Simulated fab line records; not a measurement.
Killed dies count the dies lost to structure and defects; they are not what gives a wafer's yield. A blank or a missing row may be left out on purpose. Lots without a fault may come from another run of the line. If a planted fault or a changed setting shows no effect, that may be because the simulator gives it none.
What tool caused it? + flow sky130 + Sampling: 15 lots, 45 wafers, 4 of 708 route steps

WHAT THE GAUGES READ, wafer by wafer
The record lacks any reading of a measuring or inspecting step that a usual standard deviation could be used to judge.

TOOL THAT RAN EACH LOT (tool first, then ch and the chambers of the sampled wafers, then the start)
| lot  | SKY_METAL2_SPUTTER_03        | SKY_VIA2_CMP_24               | SKY_METAL3_SPUTTER_03        | SKY_METAL3_SPUTTER_04        |
|------|------------------------------|-------------------------------|------------------------------|------------------------------|
| L395 | pvd-sputter-02, day 35 07:57 | cmp-02 ch 0,1,3, day 37 16:48 | pvd-sputter-03, day 37 17:12 | pvd-sputter-03, day 37 17:13 |
| L398 | pvd-sputter-04, day 36 08:59 | cmp-02 ch 0,1,3, day 38 16:22 | pvd-sputter-04, day 38 16:40 | pvd-sputter-04, day 38 16:41 |
| L399 | pvd-sputter-02, day 36 09:54 | cmp-02 ch 2,3, day 38 18:53   | pvd-sputter-01, day 38 19:13 | pvd-sputter-01, day 38 19:14 |
| L400 | pvd-sputter-02, day 36 16:28 | cmp-01 ch 2,3, day 38 23:38   | pvd-sputter-03, day 39 00:01 | pvd-sputter-03, day 39 00:02 |
| L402 | pvd-sputter-04, day 37 13:20 | cmp-01 ch 0,1,3, day 39 20:35 | pvd-sputter-01, day 39 20:58 | pvd-sputter-01, day 39 20:59 |
| L404 | pvd-sputter-04, day 38 03:38 | cmp-01 ch 2,3, day 40 10:26   | pvd-sputter-03, day 40 10:49 | pvd-sputter-03, day 40 10:50 |
| L405 | pvd-sputter-03, day 38 13:05 | cmp-02 ch 0,1,2, day 40 17:29 | pvd-sputter-04, day 40 17:50 | pvd-sputter-04, day 40 17:51 |
| L406 | pvd-sputter-03, day 38 14:46 | cmp-01 ch 0,1, day 40 19:50   | pvd-sputter-04, day 40 20:14 | pvd-sputter-04, day 40 20:15 |
| L407 | pvd-sputter-02, day 38 21:59 | cmp-02 ch 1,2,3, day 41 03:20 | pvd-sputter-01, day 41 03:37 | pvd-sputter-01, day 41 03:38 |
| L408 | pvd-sputter-02, day 39 10:50 | cmp-02 ch 0,1, day 41 15:32   | pvd-sputter-01, day 41 15:55 | pvd-sputter-01, day 41 15:56 |
| L411 | pvd-sputter-04, day 40 09:47 | cmp-01 ch 1,2,3, day 42 14:14 | pvd-sputter-01, day 42 14:37 | pvd-sputter-01, day 42 14:38 |
| L414 | pvd-sputter-04, day 41 00:43 | cmp-01 ch 0,2,3, day 43 03:19 | pvd-sputter-01, day 43 03:41 | pvd-sputter-01, day 43 03:43 |
| L415 | pvd-sputter-04, day 41 09:31 | cmp-01 ch 0,1,2, day 43 11:52 | pvd-sputter-01, day 43 12:13 | pvd-sputter-01, day 43 12:14 |
| L416 | pvd-sputter-02, day 41 11:12 | cmp-02 ch 0,1,2, day 43 13:31 | pvd-sputter-03, day 43 13:45 | pvd-sputter-03, day 43 13:46 |
| L417 | pvd-sputter-02, day 41 14:23 | cmp-02 ch 1,2,3, day 43 17:16 | pvd-sputter-03, day 43 17:33 | pvd-sputter-03, day 43 17:34 |
- SKY_METAL2_SPUTTER_03: material Ti, target thk 5 nm, time 3.3 s.
- SKY_VIA2_CMP_24: polishes, stops on SiO2, t overpolish 20 s, target thk 0 nm.
- SKY_METAL3_SPUTTER_03: material Ti, target thk 5 nm, time 3.3 s.
- SKY_METAL3_SPUTTER_04: material TiN, target thk 70 nm, time 58.3 s.

AS READ BY THE TOOLS THEMSELVES (means over the sampled wafers that have a number; for cases with no such wafer, the mark the record gives instead)
SKY_METAL2_SPUTTER_03. Usual: cathode-dc-power-W 3000.0 W, standard deviation 0.53; chamber-pressure-pa 0.3998 Pa, standard deviation 0.00084; throttle-valve-pct 29.4 %, standard deviation 0.9.
| lot  | tool           | cathode-dc-power-W (W) | chamber-pressure-pa (Pa) | throttle-valve-pct (%) | flag |
|------|----------------|------------------------|--------------------------|------------------------|------|
| L395 | pvd-sputter-02 | 3000.5                 | 0.4002                   | 29.2                   |      |
| L398 | pvd-sputter-04 | 2999.9                 | 0.4000                   | 30.3                   |      |
| L399 | pvd-sputter-02 | 3000.1                 | 0.3997                   | 29.0                   |      |
| L400 | pvd-sputter-02 | 2999.6                 | 0.3982                   | 28.0                   |      |
| L402 | pvd-sputter-04 | 2999.5                 | 0.3992                   | 29.7                   |      |
| L404 | pvd-sputter-04 | 2999.8                 | 0.4004                   | 29.4                   |      |
| L405 | pvd-sputter-03 | 3000.4                 | 0.4000                   | 29.5                   |      |
| L406 | pvd-sputter-03 | 3000.5                 | 0.3997                   | 29.4                   |      |
| L407 | pvd-sputter-02 | 3000.1                 | 0.3999                   | 28.0                   |      |
| L408 | pvd-sputter-02 | 3000.5                 | 0.3999                   | 28.7                   |      |
| L411 | pvd-sputter-04 | 3000.2                 | 0.3999                   | 29.6                   |      |
| L414 | pvd-sputter-04 | 2999.7                 | 0.4003                   | 29.9                   |      |
| L415 | pvd-sputter-04 | 3000.0                 | 0.3994                   | 29.8                   |      |
| L416 | pvd-sputter-02 | 2999.8                 | 0.4002                   | 29.4                   |      |
| L417 | pvd-sputter-02 | 2999.6                 | 0.3998                   | 28.7                   |      |

SKY_VIA2_CMP_24. Usual: motor-current-A 11.3 A, standard deviation 1.4; overpolish-run-s 20.000 s, standard deviation 0.0092; time-to-endpoint-s 104.0 s, standard deviation 2.9.
| lot  | tool   | motor-current-A (A) | overpolish-run-s (s) | time-to-endpoint-s (s) | flag |
|------|--------|---------------------|----------------------|------------------------|------|
| L395 | cmp-02 | 11.3                | 20.009               | 101.3                  |      |
| L398 | cmp-02 | 11.3                | 20.004               | 102.0                  |      |
| L399 | cmp-02 | 13.0                | 19.999               | 101.0                  |      |
| L400 | cmp-01 | 11.6                | 19.998               | 107.2                  |      |
| L402 | cmp-01 | 11.3                | 20.006               | 105.5                  |      |
| L404 | cmp-01 | 12.0                | 19.999               | 104.8                  |      |
| L405 | cmp-02 | 10.6                | 20.003               | 101.2                  |      |
| L406 | cmp-01 | 11.0                | 19.999               | 104.3                  |      |
| L407 | cmp-02 | 12.2                | 20.002               | 102.8                  |      |
| L408 | cmp-02 | 9.3                 | 19.988               | 107.8                  |      |
| L411 | cmp-01 | 11.3                | 20.011               | 102.7                  |      |
| L414 | cmp-01 | 11.7                | 20.005               | 109.0                  |      |
| L415 | cmp-01 | 11.2                | 19.996               | 103.4                  |      |
| L416 | cmp-02 | 10.5                | 19.998               | 106.7                  |      |
| L417 | cmp-02 | 12.1                | 19.991               | 103.1                  |      |

SKY_METAL3_SPUTTER_03. Usual: cathode-dc-power-W 3000.0 W, standard deviation 0.52; chamber-pressure-pa 0.4001 Pa, standard deviation 0.00073; throttle-valve-pct 30.0 %, standard deviation 0.76.
| lot  | tool           | cathode-dc-power-W (W) | chamber-pressure-pa (Pa) | throttle-valve-pct (%) | flag |
|------|----------------|------------------------|--------------------------|------------------------|------|
| L395 | pvd-sputter-03 | 3000.0                 | 0.4008                   | 29.9                   |      |
| L398 | pvd-sputter-04 | 3000.3                 | 0.4001                   | 29.3                   |      |
| L399 | pvd-sputter-01 | 3000.0                 | 0.3991                   | 30.6                   |      |
| L400 | pvd-sputter-03 | 3000.4                 | 0.4004                   | 29.4                   |      |
| L402 | pvd-sputter-01 | 3000.0                 | 0.3998                   | 30.4                   |      |
| L404 | pvd-sputter-03 | 2999.5                 | 0.3999                   | 29.9                   |      |
| L405 | pvd-sputter-04 | 3000.3                 | 0.3998                   | 29.3                   |      |
| L406 | pvd-sputter-04 | -                      | -                        | -                      | OFF  |
| L407 | pvd-sputter-01 | -                      | -                        | -                      | OFF  |
| L408 | pvd-sputter-01 | -                      | -                        | -                      | OFF  |
| L411 | pvd-sputter-01 | 2999.8                 | 0.4000                   | 29.6                   |      |
| L414 | pvd-sputter-01 | 3000.0                 | 0.4002                   | 30.6                   |      |
| L415 | pvd-sputter-01 | 3000.4                 | 0.4009                   | 30.6                   |      |
| L416 | pvd-sputter-03 | 3000.1                 | 0.4001                   | 29.8                   |      |
| L417 | pvd-sputter-03 | 2999.4                 | 0.3997                   | 30.1                   |      |

SKY_METAL3_SPUTTER_04. Usual: cathode-dc-power-W 6500.1 W, standard deviation 1.3; chamber-pressure-pa 0.3999 Pa, standard deviation 0.00082; throttle-valve-pct 30.0 %, standard deviation 0.75.
| lot  | tool           | cathode-dc-power-W (W) | chamber-pressure-pa (Pa) | throttle-valve-pct (%) | flag |
|------|----------------|------------------------|--------------------------|------------------------|------|
| L395 | pvd-sputter-03 | 6500.1                 | 0.3993                   | 30.0                   |      |
| L398 | pvd-sputter-04 | 6499.3                 | 0.4005                   | 29.3                   |      |
| L399 | pvd-sputter-01 | 6499.9                 | 0.3998                   | 30.4                   |      |
| L400 | pvd-sputter-03 | 6499.1                 | 0.4001                   | 29.6                   |      |
| L402 | pvd-sputter-01 | 6498.2                 | 0.4001                   | 30.4                   |      |
| L404 | pvd-sputter-03 | 6500.2                 | 0.4000                   | 29.8                   |      |
| L405 | pvd-sputter-04 | 6499.9                 | 0.4000                   | 29.4                   |      |
| L406 | pvd-sputter-04 | 6500.3                 | 0.4003                   | 29.8                   |      |
| L407 | pvd-sputter-01 | 6500.1                 | 0.3997                   | 30.6                   |      |
| L408 | pvd-sputter-01 | 6500.6                 | 0.4000                   | 30.3                   |      |
| L411 | pvd-sputter-01 | 6498.9                 | 0.4008                   | 30.0                   |      |
| L414 | pvd-sputter-01 | 6500.6                 | 0.4004                   | 30.6                   |      |
| L415 | pvd-sputter-01 | 6500.4                 | 0.3998                   | 30.6                   |      |
| L416 | pvd-sputter-03 | 6500.4                 | 0.3989                   | 29.7                   |      |
| L417 | pvd-sputter-03 | 6499.2                 | 0.3997                   | 30.0                   |      |

THE ANSWER, worked out from the rows above alone
Rule: take the mean of a lot's wafers that have a number; if it is more than 3 standard deviations from the usual mean, the lot is off. Also off: a lot with no number at a reading for which 4 or more lots have one. Where the step has rows for the other lots, those lots are counted as sound. Order of review: gauges by route order, followed by the tools' own readings, for which a lot's mean as printed above is used. At the first step where some lot is off, the reading lying furthest off is the one used; lots without a number count as furthest.
Off at SKY_METAL3_SPUTTER_03 (cathode-dc-power-W): L406, L407, L408. Without a number there: L406, L407, L408.
A tool fits if, at that step or a process step before it, it ran every lot that is off, and no sound lot after the first of them. None of those tried fits.

WHAT THE SIMULATOR HAD PUT IN
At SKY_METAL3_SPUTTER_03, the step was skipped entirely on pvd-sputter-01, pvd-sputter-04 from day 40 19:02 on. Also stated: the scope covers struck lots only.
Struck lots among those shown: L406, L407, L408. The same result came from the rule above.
